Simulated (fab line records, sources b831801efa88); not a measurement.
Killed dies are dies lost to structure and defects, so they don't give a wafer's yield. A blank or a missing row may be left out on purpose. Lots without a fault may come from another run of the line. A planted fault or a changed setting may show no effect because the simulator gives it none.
Chamber matching | flow sky130 | SKY_CONTACT_ETCH_17 on rie_diel-01: 4 sister chambers
The step etches SiO2 in C4F8/O2/Ar, stops on Si3N4, target depth 340 nm. 4 wafers are shown with their chamber, then 7 later ones without.

WAFERS WITH THEIR CHAMBER
wafer  | chamber | oes_product_au (a.u.)
L088.3 | 0       | 0.886
L089.3 | 3       | 0.893
L091.2 | 2       | 0.882
L091.5 | 1       | 0.894

WAFERS WITHOUT THEIR CHAMBER
wafer  | oes_product_au (a.u.)
L091.6 | 0.895
L092.4 | 0.882
L092.5 | 0.891
L092.6 | 0.892
L094.3 | 0.891
L094.4 | 0.892
L094.5 | 0.901

WHICH CHAMBER EACH WENT THROUGH
wafer  | from the rows above          | in truth
L091.6 | can't be placed: 1 or 3      | 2
L092.4 | can't be placed: 2 or 0      | 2
L092.5 | can't be placed: 3 or 1 or 0 | 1
L092.6 | can't be placed: 3 or 1 or 0 | 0
L094.3 | can't be placed: 3 or 1 or 0 | 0
L094.4 | can't be placed: 3 or 1 or 0 | 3
L094.5 | can't be placed: 1 or 3      | 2
Placed correctly: 0 of 7. Can't be placed from these rows: 7 (the true chamber is among the candidates in 5). Placed wrongly: 0.
How it was worked out, from the rows above alone: a wafer's distance from a chamber is the root of the sum, over the readings, of the square of ((its reading less the chamber's mean) divided by the reading's scatter). The wafer belongs to the nearest chamber; if the next one is less than 2 further off, it can't be placed. A chamber's mean is the mean of its shown wafers. The scatter: with one shown wafer a chamber, the root of the mean of the squares of how far each hidden wafer lies from its nearest shown one.
